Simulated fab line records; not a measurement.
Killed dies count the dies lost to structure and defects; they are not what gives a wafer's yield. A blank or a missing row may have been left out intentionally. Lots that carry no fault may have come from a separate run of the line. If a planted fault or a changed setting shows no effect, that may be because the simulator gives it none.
The tool behind it: which one? / flow gf180mcu / 13 lots, 39 wafers sampled, at 5 steps of a route of 602

== WHAT THE GAUGES SHOWED, per wafer ==
GF_DUAL_GATE_OVL_MEAS_11.
lot=L229; measured=day 8 01:37; on=overlay-02; DUAL_GATE_OVL (nm)=1.6 1.1 0.4
lot=L230; measured=day 8 14:20; on=overlay-01; DUAL_GATE_OVL (nm)=0.7 0.2 -1.7
lot=L231; measured=day 8 18:36; on=overlay-02; DUAL_GATE_OVL (nm)=2.1 1.6 1.7
lot=L233; measured=day 9 12:08; on=overlay-01; DUAL_GATE_OVL (nm)=1.9 2.0 1.5
lot=L234; measured=day 9 15:21; on=overlay-02; DUAL_GATE_OVL (nm)=- - -
lot=L235; measured=day 9 19:26; on=overlay-01; DUAL_GATE_OVL (nm)=0.7 1.3 0.8
lot=L244; measured=day 12 16:37; on=overlay-01; DUAL_GATE_OVL (nm)=0.1 0.4 2.2
lot=L245; measured=day 12 21:06; on=overlay-02; DUAL_GATE_OVL (nm)=-0.7 -0.2 -2.6
lot=L246; measured=day 13 06:14; on=overlay-01; DUAL_GATE_OVL (nm)=-1.5 2.2 0.0
lot=L249; measured=day 14 00:19; on=overlay-02; DUAL_GATE_OVL (nm)=1.4 0.6 0.9
lot=L250; measured=day 14 07:29; on=overlay-02; DUAL_GATE_OVL (nm)=-1.5 -1.3 -1.4
lot=L251; measured=day 14 18:31; on=overlay-02; DUAL_GATE_OVL (nm)=0.9 -1.9 2.2
lot=L252; measured=day 15 01:01; on=overlay-02; DUAL_GATE_OVL (nm)=-1.3 -1.6 -3.0

GF_M1_THK_MEAS_06: measures by xrf.
lot=L229; measured=day 15 21:52; on=film-metro-01; M1_ALCU_THK (nm)=470 467 468
lot=L230; measured=day 16 12:54; on=film-metro-04; M1_ALCU_THK (nm)=470 468 473
lot=L231; measured=day 16 21:50; on=film-metro-04; M1_ALCU_THK (nm)=475 465 470
lot=L233; measured=day 17 16:53; on=film-metro-01; M1_ALCU_THK (nm)=467 457 464
lot=L235; measured=day 18 01:41; on=film-metro-04; M1_ALCU_THK (nm)=473 461 468
lot=L244; measured=day 21 19:14; on=film-metro-04; M1_ALCU_THK (nm)=474 473 473
lot=L245; measured=day 21 23:37; on=film-metro-04; M1_ALCU_THK (nm)=468 469 467
lot=L246; measured=day 22 09:24; on=film-metro-03; M1_ALCU_THK (nm)=472 466 466
lot=L249; measured=day 23 05:13; on=film-metro-01; M1_ALCU_THK (nm)=468 472 469
lot=L250; measured=day 23 16:14; on=film-metro-04; M1_ALCU_THK (nm)=466 469 468
lot=L251; measured=day 24 02:17; on=film-metro-03; M1_ALCU_THK (nm)=480 468 468
lot=L252; measured=day 24 08:26; on=film-metro-04; M1_ALCU_THK (nm)=464 467 469

== WHAT TOOL EACH LOT RAN ON (gives the tool, then ch and the chambers of the sampled wafers, and finally the start) ==
lot=L229; GF_DUAL_GATE_EXPOSE_08=iline-stepper-02 ch 0, day 7 18:10; GF_CONTACT_SPUTTER_22=pvd-sputter-02, day 15 20:49; GF_M1_SPUTTER_02=pvd-sputter-03, day 15 21:38
lot=L230; GF_DUAL_GATE_EXPOSE_08=iline-stepper-02 ch 0, day 8 06:09; GF_CONTACT_SPUTTER_22=pvd-sputter-03, day 16 11:51; GF_M1_SPUTTER_02=pvd-sputter-04, day 16 12:40
lot=L231; GF_DUAL_GATE_EXPOSE_08=iline-stepper-01 ch 0, day 8 10:05; GF_CONTACT_SPUTTER_22=pvd-sputter-02, day 16 20:45; GF_M1_SPUTTER_02=pvd-sputter-03, day 16 21:37
lot=L233; GF_DUAL_GATE_EXPOSE_08=iline-stepper-01 ch 0, day 9 04:01; GF_CONTACT_SPUTTER_22=pvd-sputter-02, day 17 15:52; GF_M1_SPUTTER_02=pvd-sputter-03, day 17 16:41
lot=L234; GF_DUAL_GATE_EXPOSE_08=iline-stepper-02 ch 0, day 9 07:02; GF_CONTACT_SPUTTER_22=-; GF_M1_SPUTTER_02=-
lot=L235; GF_DUAL_GATE_EXPOSE_08=iline-stepper-02 ch 0, day 9 11:31; GF_CONTACT_SPUTTER_22=pvd-sputter-04, day 18 00:36; GF_M1_SPUTTER_02=pvd-sputter-01, day 18 01:28
lot=L244; GF_DUAL_GATE_EXPOSE_08=iline-stepper-02 ch 0, day 12 07:13; GF_CONTACT_SPUTTER_22=pvd-sputter-03, day 21 18:12; GF_M1_SPUTTER_02=pvd-sputter-04, day 21 19:01
lot=L245; GF_DUAL_GATE_EXPOSE_08=iline-stepper-02 ch 0, day 12 11:34; GF_CONTACT_SPUTTER_22=pvd-sputter-04, day 21 22:35; GF_M1_SPUTTER_02=pvd-sputter-01, day 21 23:24
lot=L246; GF_DUAL_GATE_EXPOSE_08=iline-stepper-02 ch 0, day 12 20:10; GF_CONTACT_SPUTTER_22=pvd-sputter-02, day 22 08:22; GF_M1_SPUTTER_02=pvd-sputter-04, day 22 09:11
lot=L249; GF_DUAL_GATE_EXPOSE_08=iline-stepper-01 ch 0, day 13 14:06; GF_CONTACT_SPUTTER_22=pvd-sputter-04, day 23 04:12; GF_M1_SPUTTER_02=pvd-sputter-03, day 23 05:01
lot=L250; GF_DUAL_GATE_EXPOSE_08=iline-stepper-02 ch 0, day 13 21:52; GF_CONTACT_SPUTTER_22=pvd-sputter-02, day 23 15:02; GF_M1_SPUTTER_02=pvd-sputter-03, day 23 16:01
lot=L251; GF_DUAL_GATE_EXPOSE_08=iline-stepper-02 ch 0, day 14 08:01; GF_CONTACT_SPUTTER_22=pvd-sputter-03, day 24 01:04; GF_M1_SPUTTER_02=pvd-sputter-03, day 24 02:04
lot=L252; GF_DUAL_GATE_EXPOSE_08=iline-stepper-02 ch 0, day 14 14:29; GF_CONTACT_SPUTTER_22=pvd-sputter-04, day 24 07:25; GF_M1_SPUTTER_02=pvd-sputter-03, day 24 08:13
- GF_DUAL_GATE_EXPOSE_08: exposes mask Dualgate, target cd 700 nm.
- GF_CONTACT_SPUTTER_22: material Ti, target thk 15 nm, time 80.02 s.
- GF_M1_SPUTTER_02: material AlCu, target thk 450 nm, time 24.33 s.

== AS READ BY THE TOOLS THEMSELVES (means over the sampled wafers that have a number; for cases with no such wafer, the mark the record gives instead) ==
GF_DUAL_GATE_EXPOSE_08.
lot=L229; tool=iline-stepper-02; reticle-temp-C (C)=22.95; stage-vel-mm-s (mm/s)=500.09
lot=L230; tool=iline-stepper-02; reticle-temp-C (C)=22.99; stage-vel-mm-s (mm/s)=499.82
lot=L231; tool=iline-stepper-01; reticle-temp-C (C)=22.95; stage-vel-mm-s (mm/s)=500.29
lot=L233; tool=iline-stepper-01; reticle-temp-C (C)=23.08; stage-vel-mm-s (mm/s)=500.12
lot=L234; tool=iline-stepper-02; reticle-temp-C (C)=23.06; stage-vel-mm-s (mm/s)=500.25
lot=L235; tool=iline-stepper-02; reticle-temp-C (C)=22.94; stage-vel-mm-s (mm/s)=499.92
lot=L244; tool=iline-stepper-02; reticle-temp-C (C)=23.00; stage-vel-mm-s (mm/s)=499.94
lot=L245; tool=iline-stepper-02; reticle-temp-C (C)=23.12; stage-vel-mm-s (mm/s)=500.12
lot=L246; tool=iline-stepper-02; reticle-temp-C (C)=22.95; stage-vel-mm-s (mm/s)=499.77
lot=L249; tool=iline-stepper-01; reticle-temp-C (C)=23.02; stage-vel-mm-s (mm/s)=500.32
lot=L250; tool=iline-stepper-02; reticle-temp-C (C)=23.01; stage-vel-mm-s (mm/s)=499.68
lot=L251; tool=iline-stepper-02; reticle-temp-C (C)=23.00; stage-vel-mm-s (mm/s)=500.34
lot=L252; tool=iline-stepper-02; reticle-temp-C (C)=23.20; stage-vel-mm-s (mm/s)=500.06

GF_CONTACT_SPUTTER_22.
lot=L229; tool=pvd-sputter-02; throttle-valve-pct (%)=29.6
lot=L230; tool=pvd-sputter-03; throttle-valve-pct (%)=30.2
lot=L231; tool=pvd-sputter-02; throttle-valve-pct (%)=30.2
lot=L233; tool=pvd-sputter-02; throttle-valve-pct (%)=29.8
lot=L235; tool=pvd-sputter-04; throttle-valve-pct (%)=29.9
lot=L244; tool=pvd-sputter-03; throttle-valve-pct (%)=30.1
lot=L245; tool=pvd-sputter-04; throttle-valve-pct (%)=30.2
lot=L246; tool=pvd-sputter-02; throttle-valve-pct (%)=30.3
lot=L249; tool=pvd-sputter-04; throttle-valve-pct (%)=30.3
lot=L250; tool=pvd-sputter-02; throttle-valve-pct (%)=30.1
lot=L251; tool=pvd-sputter-03; throttle-valve-pct (%)=30.2
lot=L252; tool=pvd-sputter-04; throttle-valve-pct (%)=29.0

GF_M1_SPUTTER_02.
lot=L229; tool=pvd-sputter-03; throttle-valve-pct (%)=30.5
lot=L230; tool=pvd-sputter-04; throttle-valve-pct (%)=30.7
lot=L231; tool=pvd-sputter-03; throttle-valve-pct (%)=30.6
lot=L233; tool=pvd-sputter-03; throttle-valve-pct (%)=28.8
lot=L235; tool=pvd-sputter-01; throttle-valve-pct (%)=28.9
lot=L244; tool=pvd-sputter-04; throttle-valve-pct (%)=30.1
lot=L245; tool=pvd-sputter-01; throttle-valve-pct (%)=28.4
lot=L246; tool=pvd-sputter-04; throttle-valve-pct (%)=30.2
lot=L249; tool=pvd-sputter-03; throttle-valve-pct (%)=31.0
lot=L250; tool=pvd-sputter-03; throttle-valve-pct (%)=29.5
lot=L251; tool=pvd-sputter-03; throttle-valve-pct (%)=30.1
lot=L252; tool=pvd-sputter-03; throttle-valve-pct (%)=30.1

== THE ANSWER, worked out from the rows above alone ==
Rule: the lots themselves supply what counts as usual. Put in order of their means at a reading, lots are off if they are a third of the lots or fewer, leave a main group of 4 or more, and stand apart from it by a gap of 3 or more times the standard deviation of the main group's means; of several such gaps the widest counts. The tables above print the reading to a certain number of digits; a main group whose means all agree to those digits is not used. A lot without any number at a reading at which 4 lots or more have one is off too. Any other lot the step has rows for is counted as sound. First the gauges in route order, then the tools' own readings, where a lot's mean is used as printed above. The first step at which some lot is off is used, and at that step the reading that is off furthest; a lot without a number counts as furthest.
Off: at GF_DUAL_GATE_OVL_MEAS_11 (DUAL_GATE_OVL), L234. Without a number there: L234. Main group: mean 0.3 nm, sd 1.2.
If a tool, at a process step before that reading, ran all the lots that are off and no sound lot after the first of them, it fits. Those tools and the gauges at GF_DUAL_GATE_OVL_MEAS_11 are tried in the same way. None of those tried fits.

== WHAT WAS PUT IN BY THE SIMULATOR ==
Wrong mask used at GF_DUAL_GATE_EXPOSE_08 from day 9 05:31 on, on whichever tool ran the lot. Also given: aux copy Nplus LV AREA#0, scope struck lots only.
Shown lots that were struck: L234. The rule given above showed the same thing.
